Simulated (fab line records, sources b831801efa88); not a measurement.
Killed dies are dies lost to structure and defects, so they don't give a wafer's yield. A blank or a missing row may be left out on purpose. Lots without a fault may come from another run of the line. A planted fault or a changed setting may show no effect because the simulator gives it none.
Split-lot experiment | flow sfq_line | 5 lots, 15 wafers read, on a route of 325 steps

THE SPLIT
At SFQ_TRILAYER_M0_ETCH_METAL_ETCH_024 (etches Nb in Cl2/Ar, stops on SiO2, target depth 240 nm, time 120 s), the setting icp_w was moved away from the recipe's 600 W on 6 of the 15 wafers read, by -11.6% to +10.2%. The other wafers ran this setting at the recipe's value.

The reading is taken at the split's own step.

THE READING
KrF_of_TRILAYER_M0_LITHO_COAT_021.thk_nm (the simulator's own value, which no gauge read), in nm, at SFQ_TRILAYER_M0_ETCH_METAL_ETCH_024 (etches Nb in Cl2/Ar, stops on SiO2, target depth 240 nm, time 120 s). The file gives no usual value for it. The 9 wafers here that ran the recipe average 382.6 nm, standard deviation 2.5 nm.

wafer  | tool, chamber at the split | icp_w as run, W | against the recipe | KrF_of_TRILAYER_M0_LITHO_COAT_021.thk_nm, nm | against lot-mates on the recipe
L074.1 | rie_metal-03, 0            | 600             | recipe             | 382.3                                        | -
L074.3 | rie_metal-03, 1            | 661.1           | +10.2%             | 370.7                                        | -11.6
L077.1 | rie_metal-03, 0            | 600             | recipe             | 381.7                                        | -
L077.4 | rie_metal-03, 0            | 600             | recipe             | 381.8                                        | -
L077.5 | rie_metal-03, 1            | 600             | recipe             | 384.3                                        | -
L082.1 | rie_metal-03, 0            | 645.2           | +7.5%              | 371.6                                        | -8.7
L082.2 | rie_metal-03, 1            | 600             | recipe             | 381.9                                        | -
L082.3 | rie_metal-03, 0            | 645.2           | +7.5%              | 370.2                                        | -10.1
L082.4 | rie_metal-03, 1            | 600             | recipe             | 380.3                                        | -
L082.5 | rie_metal-03, 0            | 600             | recipe             | 378.6                                        | -
L084.3 | rie_metal-02, 0            | 600             | recipe             | 387.4                                        | -
L084.5 | rie_metal-02, 1            | 530.6           | -11.6%             | 398.4                                        | +11.0
L085.1 | rie_metal-03, 1            | 600             | recipe             | 384.8                                        | -
L085.3 | rie_metal-03, 1            | 554.4           | -7.6%              | 394.1                                        | +9.3
L085.4 | rie_metal-03, 0            | 554.4           | -7.6%              | 392.3                                        | +7.5

THE FIT
A straight line over all 15 wafers: KrF_of_TRILAYER_M0_LITHO_COAT_021.thk_nm changes by -1.37 nm for each +1% of icp_w; r = -0.97; the points scatter about the line by 2.2 nm.
The same after taking each lot's own level away (the mean of its wafers on the recipe; 15 wafers): -1.1 nm for each +1%; r = -0.99; scatter 1.1 nm.
On that fit, the largest move of icp_w shifts the reading by 13 nm.
The lots' own levels span 380.27 to 387.40 nm, that is 2.9 times the standard deviation above.
So the lot-to-lot level changes the slope: the two fits differ.
Check: with one of the wafers moved furthest among these (-11.6%) left out of the fit, the line predicts +13.3 nm for it against its lot-mates. It came out at +11 nm against them.
Tool readings at the split's step, against how far the setting was moved: oes_product_au r = +0.38.

OTHER SPLITS ON THESE WAFERS
These wafers also went through other splits before the reading. Each is held against what the fit with the lots' levels taken away leaves over:
other split on the same wafers                 | wafers away from the commonest value | r with KrF_of_TRILAYER_M0_LITHO_COAT_021.thk_nm (lot level and that fit taken away)
SFQ_TRILAYER_L0_LITHO_COAT_010 spin_rpm        | 4                                    | -0.13
SFQ_TRILAYER_L0_BARC_OPEN_METAL_ETCH_010 icp_w | 5                                    | -0.08
SFQ_TRILAYER_L0_CAP_PECVD_011 time_s           | 5                                    | -0.39
SFQ_TRILAYER_L0_VIA_ETCH_VIA_ETCH_016 source_w | 4                                    | +0.29
SFQ_TRILAYER_M0_DEP_SPUTTER_019 time_s         | 0                                    | -
SFQ_TRILAYER_M0_LITHO_COAT_026 resist_thk_nm   | 4                                    | +0.32

THE FILE'S OWN FIT
KrF_of_TRILAYER_M0_LITHO_COAT_021.thk_nm changes by -1.11 nm for each +1% of icp_w, r = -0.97.
